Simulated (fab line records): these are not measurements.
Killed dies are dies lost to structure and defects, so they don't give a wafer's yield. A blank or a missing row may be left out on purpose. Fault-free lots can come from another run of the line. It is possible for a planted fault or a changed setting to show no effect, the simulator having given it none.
Problem report in the 8D (eight disciplines) form, filled by code -- flow sky130 -- the parts of the form that need people (team, actions taken, sign-off) are left out

## 1. PROBLEM STATEMENT
Wafers without a fault read 5.000 Pa, standard deviation 0.011; chamber pressure pa at SKY_LI_CONTACT_SPUTTER_20 reads a mean of 5.872 Pa on 3 wafers belonging to 2 lots. Measured from the usual mean, that is +79 standard deviations.
The step: material TiN, target thk 20 nm, time 80 s.
First observed at day 35 06:28: wafer L449.1, on pvd sputter-02. Wafers with a number at this step in the record: 18, from 6 lots. The rule behind "out" and "out of limits": a value lying over 4 standard deviations away from the usual mean. The rest of the wafers with a number are treated as sound.

## 2. WHAT IT IS, WHAT IT ISN'T
question,is,is not
which readings at this step,chamber pressure pa,-
which lots,"L449, L450","L432, L433, L437, L455"
which wafers of those lots,"L449.1, L449.6, L450.4","L449.5, L450.1, L450.2"
read on which tools,pvd sputter-02,pvd sputter-04
when,from day 35 06:28,"up to then (10 sound wafers); but 5 sound wafers of L450, L455 came after"

## 3. THE SUSPECTS, EACH WITH WHAT RULES IT OUT
Counting: if a tool at a process step up to the reading ran every lot that is out, it stays a suspect. Sound lots after the first of them don't rule it out here, since some wafers of a struck lot are sound.
- rie diel-02 at SKY_LI_CONTACT_ETCH_14 (etches BARC in N2/H2, stops on SiO2, time 45.9 s, target depth 60 nm): kept. Ran every lot that is out, first one L449 (day 35 05:58); last sound lot up to then L433 (day 29 02:32).
- rie diel-02 at SKY_LI_CONTACT_ETCH_15 (etches PSG in C4F8/O2/Ar, stops on Si, target depth 600 nm): kept. Ran every lot that is out, first one L449 (day 35 06:00); last sound lot up to then L433 (day 29 02:35).
- pvd sputter-02 at SKY_LI_CONTACT_SPUTTER_19 (material Ti, target thk 20 nm, time 106.37 s): kept. Ran every lot that is out, first one L449 (day 35 06:23); last sound lot up to then L432 (day 28 14:00).
- pvd sputter-02 at SKY_LI_CONTACT_SPUTTER_20 (material TiN, target thk 20 nm, time 80 s): kept. Ran every lot that is out, first one L449 (day 35 06:28); last sound lot up to then L432 (day 28 14:04). Its own readings are out on those wafers: chamber pressure pa.
Left after counting: rie diel-02 at SKY_LI_CONTACT_ETCH_14, rie diel-02 at SKY_LI_CONTACT_ETCH_15, pvd sputter-02 at SKY_LI_CONTACT_SPUTTER_19, pvd sputter-02 at SKY_LI_CONTACT_SPUTTER_20.

## 4. THE CAUSE (what the simulator had put in)
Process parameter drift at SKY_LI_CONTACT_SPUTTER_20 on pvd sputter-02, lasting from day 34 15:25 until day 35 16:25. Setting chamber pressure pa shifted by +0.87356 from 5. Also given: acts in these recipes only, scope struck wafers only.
After counting, 4 suspects remain, this tool included.

## 5. THE CHAIN OF EFFECTS, in route order
One row per reading whose mean, taken over the struck wafers that have a number, lies over 3 standard deviations from the usual. Only readings whose record carries a usual standard deviation are examined. hours: median over the lots of the time between each lot's start at the first step of this table that gives one and its start at this step. sigmas: the change, counted in usual standard deviations.
hours,step,reading,usual,on struck wafers,change,sigmas
0,SKY_LI_CONTACT_SPUTTER_20,chamber pressure pa,5.000 Pa,5.872,+0.872,+79
0,SKY_LI_CONTACT_SPUTTER_20,throttle valve pct,29.8 %,27.3,-2.5,-3.2
Here are the process steps it includes:
- SKY_LI_CONTACT_SPUTTER_20: material TiN, target thk 20 nm, time 80 s.

## 6. WHAT WOULD HAVE CAUGHT IT SOONER
First out-of-limits reading in this record: day 35 06:28, which is 15 hours after fault onset at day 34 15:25.
